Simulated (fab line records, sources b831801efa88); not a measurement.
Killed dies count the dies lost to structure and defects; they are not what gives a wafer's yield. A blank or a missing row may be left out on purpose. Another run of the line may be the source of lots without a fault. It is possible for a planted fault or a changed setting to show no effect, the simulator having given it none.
A struck lot beside a sound one + flow sky130 + 35 out of 708 route steps
Sound: wafers L783.2, L783.4, L783.5. Struck: wafers L786.1, L786.5, L786.6. At the end, the cause is stated.
For every step that has rows: the tool of each side, followed by ch and its chambers, followed by its first start. Under that, the readings that differ: sound wafers + struck wafers + difference of the means + sigmas: that difference in standard deviations of wafers without a fault.
alike: words and numbers the same on both sides, and readings whose means are apart by under 2 such deviations; not compared: readings that were withheld, readings missing a value for some wafer, numbers with overlapping values and no deviation given by the record, and bounds like >300 which may hide the same value.
Wherever a step has rows on one side only, a row that says differs or no value, or a row with sigmas, the two part there. Numbers that don't overlap but have no deviation are shown without sigmas and don't part them. A reading that every wafer of one side lacks parts them only if that side has two wafers or more.

first, 10 steps without rows for these wafers: SKY_VIA3_HMDS_05 (prime time 60 s); SKY_VIA3_COAT_06 (resist thk 60 nm); SKY_VIA3_COAT_07 (resist thk 450 nm); SKY_VIA3_SOFTBAKE_08 (time 90 s); SKY_VIA3_EXPOSE_09 (exposes mask VIM3, target cd 200 nm); SKY_VIA3_PEB_10; SKY_VIA3_DEVELOP_11 (develop time 60 s); SKY_VIA3_ETCH_14 (etches BARC in N2/H2, stops on SiO2, time 45.9 s, target depth 60 nm); SKY_VIA3_ETCH_15 (etches SiO2 in C4F8/O2/Ar, stops on TiN, target depth 507 nm, time 78 s); SKY_VIA3_STRIP_16 (strips in O2/N2).
SKY_VIA3_STRIP_17: strips in post etch residue remover, time 1200 s.
  sound on wet-bench-03 ch 3, day 43 03:38; struck on wet-bench-03 ch 0, day 43 18:27
| reading                | sound          | struck         | difference | sigmas |
|------------------------|----------------|----------------|------------|--------|
| bath-heat-duty-pct (%) | 13.7 13.4 13.5 | 18.3 16.7 17.1 | +3.8       | +2     |
then, 23 steps without rows for these wafers: SKY_VIA3_CLEAN_18 (cleans in IPA, time 180 s); SKY_VIA3_CLEAN_19 (cleans in O3/DIW); SKY_VIA3_SPUTTER_20 (material TiN, target thk 20 nm, time 80 s); SKY_VIA3_CVD_21 (deposits W, target thk 390 nm, time 117.31 s); SKY_VIA3_CMP_24 (polishes, stops on SiO2, t overpolish 20 s, target thk 0 nm); SKY_METAL4_SPUTTER_00 (material Ti, target thk 15 nm, time 10 s); SKY_METAL4_SPUTTER_01 (material TiN, target thk 20 nm, time 16.7 s); SKY_METAL4_SPUTTER_02 (material AlCu, target thk 735 nm, time 39.1 s); SKY_METAL4_SPUTTER_03 (material Ti, target thk 5 nm, time 3.3 s); SKY_METAL4_SPUTTER_04 (material TiN, target thk 70 nm, time 58.3 s); SKY_CAP2M_CVD_00 (deposits SiO2, target thk 15.5 nm); SKY_CAP2M_SPUTTER_02 (material TiN, target thk 200 nm, time 166.7 s); SKY_CAP2M_DEHYDRATE_05 (time 60 s); SKY_CAP2M_HMDS_06 (prime time 60 s); SKY_CAP2M_COAT_07 (resist thk 1140 nm); SKY_CAP2M_SOFTBAKE_08 (time 60 s); SKY_CAP2M_EXPOSE_09 (exposes mask CAP2M, target cd 1000 nm); SKY_CAP2M_PEB_10; SKY_CAP2M_DEVELOP_11 (develop time 60 s); SKY_CAP2M_METAL_ETCH_13 (etches TiN in Cl2/BCl3, stops on SiO2, target depth 220 nm, time 62.9 s); SKY_CAP2M_STRIP_14 (strips in O2/N2); SKY_CAP2M_STRIP_15 (strips in post etch residue remover, time 1200 s); SKY_CAP2M_CLEAN_16 (cleans in IPA, time 180 s).
-- the record jumps here: 5 days lie between the struck wafers' starts before and after (it left off in module CAP2M and takes up again in module PAD_OPEN, whose first step shown is number 708 of the route) --
SKY_PAD_OPEN_PROBE_99:
  sound on prober-02 at day 48 16:16; struck on prober-02 at day 49 05:07
| reading                               | sound            | struck                                                                     | difference                   | sigmas |
|---------------------------------------|------------------|----------------------------------------------------------------------------|------------------------------|--------|
| hold                                  | - - -            | await-dispo/3.2h/release await-dispo/3.2h/release await-dispo/3.2h/release | no value on the sound wafers |        |
| defect-limited-yield (%)              | 84.6 85.4 81.3   | 75.8 76.4 76.8                                                             | -7.4                         | -4     |
| killed_at_M0_to_M3                    | 45 38 50         | 67 86 81                                                                   | +34                          | +5     |
| killed-dies                           | 76 72 92         | 119 116 114                                                                | +36                          | +4     |
| sort_bin_3_pad_short (%)              | 1.2 0.2 0.8      | 1.0 2.4 2.0                                                                | +1.1                         | +3     |
| sort_bin_5_function (%)               | 8.7 10.0 12.6    | 14.6 14.2 13.0                                                             | +3.5                         | +2     |
| sort_bin_6_memory (%)                 | 5.5 4.5 5.3      | 8.5 6.9 8.1                                                                | +2.7                         | +2     |
| sort-n-pass                           | 416 420 400      | 373 376 378                                                                | -36                          | -4     |
| sort-yield-pct (%)                    | 84.6 85.4 81.3   | 75.8 76.4 76.8                                                             | -7.4                         | -4     |
| model.etest.tester.sort-n-pass        | 416 420 400      | 373 376 378                                                                | -36                          |        |
| model.etest.tester.sort-yield-pct (%) | 84.55 85.37 81.3 | 75.81 76.42 76.83                                                          | -7.39                        |        |
| model.etest.tester.sort_bin_5_pct (%) | 8.74 9.959 12.6  | 14.63 14.23 13.01                                                          | +3.52                        |        |
  alike: killed_at_M4_up, killed-at-contacts, killed-at-front-end, killed-at-other, killed-open, killed-short
  not compared: model.etest.tester.sort_bin_3_pct

== WHERE THEY PART ==
Last at SKY_PAD_OPEN_PROBE_99 as far as this record goes, first at SKY_VIA3_STRIP_17.

WHY: what had been put in by the simulator
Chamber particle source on wet-bench-03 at SKY_VIA3_STRIP_17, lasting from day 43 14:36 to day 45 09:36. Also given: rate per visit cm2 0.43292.
